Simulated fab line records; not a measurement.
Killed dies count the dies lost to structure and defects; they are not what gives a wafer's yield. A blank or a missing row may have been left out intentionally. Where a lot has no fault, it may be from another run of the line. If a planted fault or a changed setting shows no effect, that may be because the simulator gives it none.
Comparing a struck lot with a sound one :: flow sky130 :: 18 steps out of a route of 708
Sound: these wafers, L286.1, L286.5, L286.6. Wafers struck: L303.2, L303.3, L303.6. At the end, the cause is stated.
Each step with rows lists, per side, the tool, then ch with its chambers, then its first start. Under that, the readings that differ: sound wafers :: struck wafers :: difference of the means :: sigmas: that difference in standard deviations of wafers without a fault.
alike: same words and numbers on both sides, and readings whose means sit less than 2 such deviations apart. not compared: any withheld reading, any reading some wafer has no value for, any bound like >300 that may hide the same value, and any number with overlapping values for which the record gives no deviation.
A row with sigmas, a row that says differs or no value, or rows on one side alone: a step with any of these is where the two part. When numbers do not overlap yet have no deviation, they are printed without sigmas and do not part them. A reading that every wafer of one side lacks parts them only if that side has two wafers or more.

SKY_GATE_OXIDE_OVL_MEAS_10:
  sound on overlay-02 at day 15 04:49; struck on overlay-02 at day 20 18:59
  alike: GATE_OXIDE_OVL
then, 2 steps without rows for these wafers: SKY_GATE_OXIDE_IMPLANT_11; SKY_GATE_OXIDE_WET_ETCH_12 (etches SiO2 in dHF, target depth 16.8 nm, time 336 s).
SKY_GATE_OXIDE_STRIP_13: strips in O2/N2.
  sound on plasma_asher-02 ch 0,1, day 15 05:07; struck on plasma_asher-03 ch 0,1, day 20 19:16
reading: strip_time_to_endpoint_s (s)
sound: 14.19 14.19 14.21
struck: 14.09 14.13 14.13
difference: -0.08
sigmas: -2
  alike: drypump_motor_current_A, o2_flow_sccm, oes_product_au
  not compared: rf_hours_counter_h
SKY_GATE_OXIDE_TW_MEAS_14:
  sound on film_metro-04 at day 15 05:13; struck on film_metro-01 at day 20 19:22
reading: GATE_OXIDE_TW
sound: 220.0 218.2 218.1
struck: 222.5 222.4 223.6
difference: +4.1
sigmas: +2
then, 3 steps without rows for these wafers: SKY_GATE_OXIDE_CLEAN_15 (cleans in SC1/SC2, time 150 s); SKY_GATE_OXIDE_OXIDATION_16 (stabilise 600 s, purge 300 s, target thk 3.57 nm); SKY_POLY_GATE_CVD_00 (deposits poly-Si, target thk 180 nm, time 720 s).
SKY_POLY_GATE_THK_MEAS_01:
  sound on film_metro-01 at day 15 08:04; struck on film_metro-03 at day 20 22:13
  alike: POLY_GATE_CVD_00_THK
then, 3 steps without rows for these wafers: SKY_RES_PROTECT_DEHYDRATE_00 (time 60 s); SKY_RES_PROTECT_HMDS_01 (prime time 60 s); SKY_RES_PROTECT_COAT_02 (resist thk 1140 nm).
SKY_RES_PROTECT_SOFTBAKE_03: time 60 s.
  sound on litho_track-02 ch 0, day 15 21:40; struck on litho_track-03 ch 0, day 21 13:48
reading: heater_power_total_W (W)
sound: 56.63 56.58 56.66
struck: 67.24 67.35 67.41
difference: +10.71
sigmas: +99 or more

reading: run_length_s (s)
sound: 88.72 88.90 88.72
struck: 64.08 64.02 63.84
difference: -24.80
sigmas: -99 or more
then, 2 steps without rows for these wafers: SKY_RES_PROTECT_EXPOSE_04 (exposes mask RPM, target cd 1270 nm); SKY_RES_PROTECT_PEB_05.
SKY_RES_PROTECT_DEVELOP_06: develop time 60 s.
  sound on litho_track-03 ch 0, day 16 10:56; struck on litho_track-03 ch 0, day 22 04:48
reading: model.NOVOLAK_of_RES_PROTECT_COAT_02.thk_nm (nm)
sound: 1143 1144 1144
struck: 1149 1154 1152
difference: +8
sigmas: 
next, for these wafers, 1 step has no rows: SKY_POLY_GATE_IMPLANT_02.
-- record jumps: 28 days separate the struck wafers' starts on either side; left off in module POLY_GATE, taken up again in module PAD_OPEN, whose first shown step is the route's number 708 --
SKY_PAD_OPEN_PROBE_99:
  sound on prober-02 at day 46 21:16; struck on prober-01 at day 50 08:41
  alike: killed_at_M0_to_M3, killed_at_M4_up, killed_at_contacts, killed_at_front_end, killed_at_other, killed_dies, killed_open, killed_short

WHERE THEY PART
Earliest at SKY_GATE_OXIDE_STRIP_13; latest, in this record, at SKY_RES_PROTECT_SOFTBAKE_03. Later steps at which nothing parts them and some readings are alike: SKY_PAD_OPEN_PROBE_99.

WHY: the cause the simulator had injected
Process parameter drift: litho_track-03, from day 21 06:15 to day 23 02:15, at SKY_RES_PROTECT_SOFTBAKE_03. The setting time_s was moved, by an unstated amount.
